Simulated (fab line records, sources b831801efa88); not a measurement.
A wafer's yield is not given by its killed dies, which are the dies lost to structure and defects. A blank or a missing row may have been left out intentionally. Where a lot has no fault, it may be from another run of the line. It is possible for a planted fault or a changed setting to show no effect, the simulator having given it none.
fab line records	flow gf180mcu
[record] lots = 6	wafers = 18	lastDay = 34
route steps=602 shown M4@473 V4@476
lots untouched by any fault: they come from a run of this same line in which no faults occurred
startH: start of the lot's first displayed wafer, in hours after the record's first day	waitH: time in hours since the lot's previous step	" same as the row above	L1.1+2: several wafers, shown together as one row	- no value present, or no start provided	* or withheld: withheld	< > ~ a bound
route shown NAME@n: names a module that has steps shown in the file, with the first one's number in the route	usual: the fault-free wafers' mean and standard deviation	same: alike in all rows	chamber/n: place in a boat	sites: readings site by site	_std_site: the standard deviation of these	_edge_site: the outer-site mean with the inner-site mean subtracted	radiusMm: for every site, how far away it sits from the centre of the wafer	mask NAME#n: copy n	behind: the last tool/chamber to shape the wafer	hold: the reason the lot was held/the length of the hold in hours/how it ended	device: the transistor (n, p or np) that didn't switch	end of line: tests run on the same wafers once the route is complete	for a step that has no rows: nothing shown but its recipe	killed: not the wafer's yield, but the dies lost to structure and defects at the first sort	map: per-die view of a wafer (x killed, . not killed, _ where there is no die)
set.NAME: the setting the step ran with; set.NAME@STEP: the setting that earlier step ran with	model.NAME: the simulator's own value behind a step, which no gauge read
a table for each step, a row for each wafer; lots at some steps of the route
services: from which hour (startH, from the record's first day; less than 0 if before it) a tool's chamber was out of use, for how many hours, and why
[[steps]]
[step GF_M4_STRIP_17]
[recipe] chemistry = O2/N2	powerW = 1400	pressureMtorr = 1500	platenTempC = 250	o2FlowSccm = 3000	n2FlowSccm = 300	overashFraction = 0.5
[usual] drypumpMotorCurrentA = 5.7/0.38	heaterPowerW = 312/30	n2FlowSccm = 299.9/0.77	oesProductAu = 0.537/0.0055	stripTimeToEndpointS = 7.38/0.055
lot.wafer	tool	chamber	startH	waitH	drypumpMotorCurrentA	heaterPowerW	n2FlowSccm	oesProductAu	rfHoursCounterH	stripTimeToEndpointS
L417.1	plasmaAsher-04	0	599.75	0.1	5.5	319	300.7	0.536	50	7.35
L417.3	"	0	"	"	5.5	329	300.0	0.532	-	7.44
L417.4	"	1	"	"	5.6	291	298.5	0.533	-	7.36
L418.1	plasmaAsher-01	1	605.11	0.1	5.7	363	300.7	0.540	15	7.32
L418.4	"	1	"	"	5.7	362	300.1	0.537	-	7.43
L418.5	"	0	"	"	5.5	280	300.3	0.547	-	7.35
L424.1	plasmaAsher-02	0	639.81	0.1	6.3	354	299.9	0.536	91	7.43
L424.3	"	1	"	"	6.6	287	300.4	0.542	-	7.47
L424.4	"	0	"	"	6.3	351	299.9	0.538	-	7.46
L425.1	plasmaAsher-04	1	651.60	0.1	5.6	285	298.9	0.536	56	7.38
L425.3	"	0	"	"	5.4	327	298.6	0.538	-	7.38
L425.6	"	1	"	"	5.6	283	298.5	0.545	-	7.40
L433.1	plasmaAsher-04	0	706.24	0.2	5.4	318	299.4	0.539	61	7.31
L433.5	"	1	"	"	5.6	288	299.2	0.531	-	7.26
L433.6	"	0	"	"	5.4	317	300.3	0.528	-	7.28
L435.4	plasmaAsher-04	1	715.35	0.1	5.5	286	299.9	0.541	-	7.39
L435.5	"	0	"	"	5.5	318	300.1	0.540	-	7.40
L435.6	"	1	"	"	5.6	285	300.9	0.533	-	7.43
[step GF_M4_STRIP_18]
[recipe] chemistry = postEtchResidueRemover	timeS = 1200	tempC = 72.5
[step GF_M4_CLEAN_19]
[recipe] chemistry = DIW	dry = n2Spin
[step GF_V4_CVD_00]
[recipe] material = SiO2	targetThkNm = 600	sigmaOpenFrac = 0.3	tempC = 400	timeS = 100	sih4FlowSccm = 60	pressureMtorr = 6
[step GF_V4_THK_MEAS_01]
[recipe] reads = SiO2_of_V4_CVD_00
[usual] V4_CVD_00_THK = 597/8.2
lot.wafer	tool	chamber	startH	waitH	V4_CVD_00_THK[nm]
L417.1	filmMetro-04	-	600.39	0.0	602
L417.3	"	-	"	"	598
L417.4	"	-	"	"	600
L418.1	filmMetro-03	-	605.71	0.0	605
L418.4	"	-	"	"	602
L418.5	"	-	"	"	602
L424.1	filmMetro-03	-	640.42	0.0	599
L424.3	"	-	"	"	604
L424.4	"	-	"	"	597
L425.1	filmMetro-03	-	652.20	0.0	579
L425.3	"	-	"	"	600
L425.6	"	-	"	"	599
L433.1	filmMetro-01	-	706.88	0.0	612
L433.5	"	-	"	"	614
L433.6	"	-	"	"	614
L435.4	filmMetro-01	-	715.96	0.0	592
L435.5	"	-	"	"	606
L435.6	"	-	"	"	601
[step GF_V4_CVD_02]
[recipe] material = SiO2	targetThkNm = 850	precursor = TEOS	tempC = 400	timeS = 94.851	rfW = 600
[usual] heaterPowerW = 652/67
lot.wafer	tool	chamber	startH	waitH	heaterPowerW
L417.1	pecvd-01	0	600.45	0.1	645
L417.3	"	2	"	"	591
L417.4	"	0	"	"	679
L418.1	pecvd-04	2	605.77	0.1	627
L418.4	"	1	"	"	739
L418.5	"	2	"	"	519
L424.1	pecvd-01	2	640.48	0.1	561
L424.3	"	1	"	"	598
L424.4	"	1	"	"	660
L425.1	pecvd-01	1	652.26	0.1	742
L425.3	"	2	"	"	693
L425.6	"	0	"	"	534
L433.1	pecvd-01	0	706.94	0.1	702
L433.5	"	2	"	"	641
L433.6	"	0	"	"	545
L435.4	pecvd-02	1	716.02	0.1	810
L435.5	"	0	"	"	723
L435.6	"	2	"	"	705
[step GF_V4_THK_MEAS_03]
[recipe] reads = SiO2_of_V4_CVD_02
[usual] V4_CVD_02_THK = 852/11
lot.wafer	tool	chamber	startH	waitH	V4_CVD_02_THK[nm]
L417.1	filmMetro-03	-	600.52	0.0	841
L417.3	"	-	"	"	839
L417.4	"	-	"	"	857
L418.1	filmMetro-01	-	605.84	0.0	839
L418.4	"	-	"	"	852
L418.5	"	-	"	"	855
L424.1	filmMetro-01	-	640.55	0.0	843
L424.3	"	-	"	"	836
L424.4	"	-	"	"	837
L425.1	filmMetro-04	-	652.33	0.0	836
L425.3	"	-	"	"	856
L425.6	"	-	"	"	865
L433.1	filmMetro-01	-	707.01	0.0	841
L433.5	"	-	"	"	867
L433.6	"	-	"	"	862
L435.4	filmMetro-04	-	716.09	0.0	869
L435.5	"	-	"	"	869
L435.6	"	-	"	"	860
[step GF_V4_CMP_04]
[recipe] material = SiO2	downForcePsi = 4	platenRpm = 60	padVelocityMS = 0.94248
[usual] motorCurrentA = 11.7/1.2	retainingRingPressureFrac = 0.999/0.0044	slurryFilterDpKPa = 13.48/0.13	slurryFlowMlMin = 150.0/0.43	timeToEndpointS = 82/5.1
lot.wafer	tool	chamber	startH	waitH	motorCurrentA	retainingRingPressureFrac	slurryFilterDpKPa	slurryFlowMlMin	timeToEndpointS
L417.3	cmp-02	0	600.63	0.1	10.0	1.004	13.52	150.4	83
L417.1	"	1	"	"	12.8	1.004	13.60	150.6	82
L417.4	"	2	"	"	11.4	0.997	13.31	149.5	87
L418.1	cmp-01	3	605.90	0.1	11.8	0.999	13.73	150.0	78
L418.4	"	2	"	"	10.3	1.000	13.56	150.1	84
L418.5	"	0	"	"	12.6	0.996	13.56	150.0	90
L424.1	cmp-01	3	640.63	0.1	11.0	0.998	13.38	149.3	71
L424.3	"	1	"	"	11.7	1.000	13.55	149.5	67
L424.4	"	2	"	"	10.5	0.987	13.47	150.7	69
L425.1	cmp-01	1	652.39	0.1	11.2	0.994	13.33	150.1	76
L425.3	"	2	"	"	10.2	0.998	13.52	149.1	83
L425.6	"	1	"	"	11.1	0.997	13.38	149.3	86
L433.1	cmp-02	2	707.17	0.1	12.0	1.007	13.60	149.9	76
L433.6	"	0	"	"	9.7	1.001	13.39	149.6	83
L433.5	"	1	"	"	12.7	1.000	13.65	149.8	86
L435.4	cmp-02	0	716.12	0.0	9.8	0.997	13.42	150.1	94
L435.5	"	0	"	"	9.5	1.009	13.66	149.8	89
L435.6	"	1	"	"	12.9	0.997	13.71	149.5	84
[step GF_V4_BOW_MEAS_05]
[recipe] mode = bow
[usual] V4_BOW = 133/8.2
lot.wafer	tool	chamber	startH	waitH	V4_BOW[um]
L417.1	filmMetro-03	-	600.88	0.1	129
L417.3	"	-	"	"	122
L417.4	"	-	"	"	130
L418.1	filmMetro-03	-	606.20	0.2	143
L418.4	"	-	"	"	143
L418.5	"	-	"	"	136
L424.1	filmMetro-03	-	640.93	0.2	143
L424.3	"	-	"	"	142
L424.4	"	-	"	"	134
L425.1	filmMetro-04	-	652.69	0.2	132
L425.3	"	-	"	"	141
L425.6	"	-	"	"	135
L433.1	filmMetro-04	-	707.37	0.1	122
L433.5	"	-	"	"	138
L433.6	"	-	"	"	134
L435.4	filmMetro-04	-	716.48	0.3	119
L435.5	"	-	"	"	128
L435.6	"	-	"	"	127
[step GF_V4_DEHYDRATE_06]
[recipe] tempC = 200	timeS = 60
[step GF_V4_HMDS_07]
[recipe] primeTimeS = 60	primeTempC = 120
[step GF_V4_COAT_08]
[recipe] resist = BARC	tempC = withheld	timeS = withheld	spinRpm = withheld	resistThkNm = withheld
[step GF_V4_COAT_09]
[recipe] resist = KrF	spinRpm = withheld	resistThkNm = 1000
lot.wafer	tool	chamber	startH	waitH	model.KrF_of_V4_COAT_09.thkNm
L417.1	lithoTrack-01	0	611	-	999.2
L417.3	"	0	"	"	998.2
L417.4	"	0	"	"	1000
L418.1+4	lithoTrack-04	0	616	-	1001
L418.5	"	0	617	-	1002
L424.1	lithoTrack-04	0	650	-	963
L424.3	"	0	"	"	966
L424.4	"	0	"	"	966.7
L425.1	lithoTrack-04	0	661	-	967.2
L425.3	"	0	662	-	968.2
L425.6	"	0	"	"	970
L433.1	lithoTrack-01	0	716	-	1002
L433.5+6	"	0	"	"	1004
L435.4+5	lithoTrack-01	0	725	-	1005
L435.6	"	0	"	"	1001
[step GF_V4_SOFTBAKE_10]
[recipe] tempC = 130	timeS = 60	resist = KrF
[step GF_V4_EXPOSE_11]
[recipe] maskId = Via4	targetCdNm = 260	na = 0.68	sourceShape = conventional	sigmaOuter = 0.6	doseMj = 38
[step GF_V4_PEB_12]
[recipe] pebTempC = 135	pebTimeS = 87.12	resist = KrF
[step GF_V4_DEVELOP_13]
[recipe] developTimeS = 60	resist = KrF	devTempC = 21
lot.wafer	tool	chamber	startH	waitH	model.KrF_of_V4_COAT_09.thkNm
L417.1	lithoTrack-03	0	622.16	0.2	984.3
L417.3	"	0	"	"	983.3
L417.4	"	0	"	"	985.1
L418.1	lithoTrack-01	0	627.48	0.2	985.7
L418.4	"	0	"	"	986.3
L418.5	"	0	"	"	987.4
L424.1	lithoTrack-04	0	660.02	0.2	948
L424.3	"	0	"	"	951
L424.4	"	0	"	"	951.7
L425.1	lithoTrack-04	0	671.47	0.2	952.3
L425.3	"	0	"	"	953.2
L425.6	"	0	"	"	955
L433.1	lithoTrack-04	0	725.52	0.2	987
L433.5	"	0	"	"	989.5
L433.6	"	0	"	"	988.8
L435.4	lithoTrack-01	0	734.70	0.1	989.7
L435.5	"	0	"	"	989.6
L435.6	"	0	"	"	986
[step GF_V4_CD_MEAS_14]
[recipe] targetCdNm = 260
[usual] cdNm = 259.6/0.99
lot.wafer	tool	chamber	startH	waitH	cdNm
L417.1	cdSem-01	-	622.31	0.1	258.8
L417.3	"	-	"	"	259.0
L417.4	"	-	"	"	258.9
L418.1	cdSem-02	-	627.63	0.1	259.0
L418.4	"	-	"	"	259.1
L418.5	"	-	"	"	260.2
L424.1	cdSem-01	-	660.17	0.1	260.6
L424.3	"	-	"	"	261.1
L424.4	"	-	"	"	260.3
L425.1	cdSem-02	-	671.62	0.1	261.2
L425.3	"	-	"	"	262.2
L425.6	"	-	"	"	260.7
L433.1	cdSem-02	-	725.68	0.1	260.5
L433.5	"	-	"	"	260.5
L433.6	"	-	"	"	261.6
L435.4	cdSem-01	-	734.84	0.1	260.1
L435.5	"	-	"	"	260.5
L435.6	"	-	"	"	260.9
[step GF_V4_OVL_MEAS_15]
[usual] V4_OVL = 3/5.5
lot.wafer	tool	chamber	startH	waitH	V4_OVL[nm]
L417.1	overlay-02	-	622.43	0.1	10
L417.3	"	-	"	"	9
L417.4	"	-	"	"	5
L418.1	overlay-02	-	627.75	0.1	7
L418.4	"	-	"	"	-8
L418.5	"	-	"	"	-2
L424.1	overlay-01	-	660.29	0.1	-1
L424.3	"	-	"	"	3
L424.4	"	-	"	"	9
L425.1	overlay-01	-	671.74	0.1	2
L425.3	"	-	"	"	7
L425.6	"	-	"	"	5
L433.1	overlay-01	-	725.80	0.1	3
L433.5	"	-	"	"	10
L433.6	"	-	"	"	-3
L435.4	overlay-02	-	734.91	0.1	4
L435.5	"	-	"	"	2
L435.6	"	-	"	"	10
[step GF_V4_ETCH_16]
[recipe] chemistry = N2/H2	targetDepthA = withheld	overetchA = withheld	timeS = withheld	target = BARC	ionEnergyEv = 200	sourceW = 500	biasW = 100	pressureMtorr = 30	n2FlowSccm = 100	h2FlowSccm = 200
[usual] drypumpMotorCurrentA = 5.8/0.37	n2FlowSccm = 100.03/0.3	oesProductAu = 0.856/0.0044	throttleValvePct = 13.226/0.0093
lot.wafer	tool	chamber	startH	waitH	drypumpMotorCurrentA	n2FlowSccm	oesProductAu	throttleValvePct
L417.1	rieDiel-02	2	622.47	0.0	6.1	99.62	0.862	13.236
L417.3	"	1	"	"	5.9	99.96	0.854	13.218
L417.4	"	3	"	"	5.1	100.02	0.860	13.224
L418.1	rieDiel-04	1	627.78	0.0	5.8	99.81	0.860	13.240
L418.4	"	3	"	"	5.3	100.89	0.853	13.221
L418.5	"	0	"	"	6.3	99.61	0.852	13.220
L424.1	rieDiel-01	2	660.32	0.0	6.2	100.08	0.863	13.230
L424.3	"	3	"	"	6.0	99.94	0.857	13.219
L424.4	"	1	"	"	6.3	99.72	0.862	13.231
L425.1	rieDiel-02	2	671.77	0.0	6.1	100.13	0.860	13.225
L425.3	"	0	"	"	5.6	99.98	0.853	13.242
L425.6	"	2	"	"	6.1	100.01	0.856	13.220
L433.1	rieDiel-01	1	725.84	0.0	6.3	100.36	0.862	13.220
L433.5	"	3	"	"	6.0	100.15	0.858	13.237
L433.6	"	0	"	"	5.8	99.88	0.849	13.222
L435.4	rieDiel-02	0	734.95	0.0	5.6	99.25	0.850	13.218
L435.5	"	3	"	"	5.0	99.67	0.853	13.217
L435.6	"	1	"	"	5.9	100.08	0.861	13.217
[step GF_V4_ETCH_17]
[recipe] chemistry = C4F8/O2/Ar	maskMaterial = KrF	target = SiO2	stopOn = TiN	sourceW = 1500	biasW = 1200	pressureMtorr = 40	c4f8FlowSccm = withheld	O2_flow_sccm = 6	Ar_flow_sccm = 300	timeS = withheld	targetDepthA = 6300
[usual] oesProductAu = 0.857/0.0048
lot.wafer	tool	chamber	startH	waitH	oesProductAu
L417.1	rieDiel-02	2	-	-	0.853
L417.3	"	1	"	"	0.863
L417.4	"	3	"	"	0.852
L418.1	rieDiel-04	1	-	-	0.859
L418.4	"	3	"	"	0.858
L418.5	"	0	"	"	0.859
L424.1	rieDiel-01	2	-	-	0.863
L424.3	"	3	"	"	0.852
L424.4	"	1	"	"	0.848
L425.1	rieDiel-02	2	-	-	0.851
L425.3	"	0	"	"	0.861
L425.6	"	2	"	"	0.865
L433.1	rieDiel-01	1	-	-	0.855
L433.5	"	3	"	"	0.850
L433.6	"	0	"	"	0.850
L435.4	rieDiel-02	0	-	-	0.860
L435.5	"	3	"	"	0.858
L435.6	"	1	"	"	0.860
[step GF_V4_STRIP_18]
[recipe] chemistry = O2/N2	powerW = 1400	pressureMtorr = 1500	platenTempC = 250	o2FlowSccm = 3000	n2FlowSccm = 300	overashFraction = 0.5
[usual] drypumpMotorCurrentA = 6.0/0.44	heaterPowerW = 318/37	n2FlowSccm = 300.1/0.96	oesProductAu = 0.593/0.0053
lot.wafer	tool	chamber	startH	waitH	drypumpMotorCurrentA	heaterPowerW	n2FlowSccm	oesProductAu	rfHoursCounterH
L417.1	plasmaAsher-01	0	622.60	-	5.5	282	300.9	0.587	17
L417.3	"	1	"	"	5.7	357	300.1	0.601	-
L417.4	"	0	"	"	5.5	286	300.6	0.592	-
L418.1	plasmaAsher-01	0	627.91	-	5.5	294	300.4	0.586	17
L418.4	"	0	"	"	5.5	291	299.8	0.591	-
L418.5	"	1	"	"	5.7	363	300.1	0.601	-
L424.1	plasmaAsher-02	0	660.45	-	6.3	359	299.1	0.572	93
L424.3	"	0	"	"	6.3	359	300.2	0.577	-
L424.4	"	1	"	"	6.6	279	300.5	0.584	-
L425.1	plasmaAsher-01	0	671.90	-	5.5	285	300.2	0.577	22
L425.3	"	1	"	"	5.7	352	301.0	0.579	-
L425.6	"	0	"	"	5.5	281	298.9	0.581	-
L433.1	plasmaAsher-02	1	725.97	-	6.6	281	299.9	0.589	100
L433.5	"	0	"	"	6.3	352	300.1	0.598	-
L433.6	"	1	"	"	6.6	285	300.5	0.604	-
L435.4	plasmaAsher-01	1	735.09	-	5.7	349	300.8	0.592	-
L435.5	"	1	"	"	5.7	363	299.9	0.597	-
L435.6	"	0	"	"	5.5	294	300.0	0.584	-
[step GF_V4_STRIP_19]
[recipe] chemistry = postEtchResidueRemover	timeS = 1200	tempC = 72.5
[[services]]
tool	chamber	startH	hours	kind
cmp-01	-	576.00	-	consumableReplace:conditioner
cmp-01	-	576.00	-	consumableReplace:pad
pecvd-04	-	591.12	14.0	pm
pecvd-01	1	604.15	22.6	repair
cmp-02	-	606.60	0.5	repair
rieDiel-01	3	611.54	7.9	repair
pecvd-04	2	612.08	10.2	repair
cmp-02	-	633.65	8.4	pm
rieDiel-04	-	639.81	14.6	pm
cmp-01	-	642.03	4.3	pm
plasmaAsher-02	-	646.06	0.6	repair
pecvd-04	-	647.87	0.6	repair
rieDiel-01	0	650.69	8.6	repair
pecvd-01	2	652.68	12.5	repair
rieDiel-04	1	654.41	-	clean
rieDiel-01	1	660.50	6.0	repair
rieDiel-02	3	666.29	6.8	repair
cmp-02	-	702.25	2.4	repair
pecvd-02	-	711.84	0.3	repair
pecvd-02	-	720.58	2.8	pm
rieDiel-02	2	722.60	-	clean
rieDiel-02	2	722.60	18.5	scheduledDown
rieDiel-02	2	722.60	18.5	ventCycle
cmp-02	-	725.12	1.9	repair
[[key]]
[firstSign] step = GF_V4_CD_MEAS_14	reading = cdNm	direction = up	sigmas = 1.5	usual = 259.6	struck = 261.0
[effect] step = GF_V4_STRIP_18	reading = oesProductAu	direction = down	sigmas = 2.7	usual = 0.593	struck = 0.578
[modelEffect] step = GF_V4_COAT_09	value = KrF_of_V4_COAT_09.thkNm	without = 1003	struck = 966.8
[modelEffect] step = GF_V4_DEVELOP_13	value = KrF_of_V4_COAT_09.thkNm	without = 987.8	struck = 951.9
metAt GF_V4_COAT_09
struckWafers L424.1,L424.3,L424.4,L425.1,L425.3,L425.6
onsetBetween 616 650
alsoFits GF_V4_CMP_04:cmp-01
[fault] kind = processParameterDrift	tool = lithoTrack-04	chamber = -	onsetH = 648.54	steps = GF_V4_COAT_09	channel = resistThkNm	offset = *	shape = step	endH = 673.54	actsIn = *	stated = *
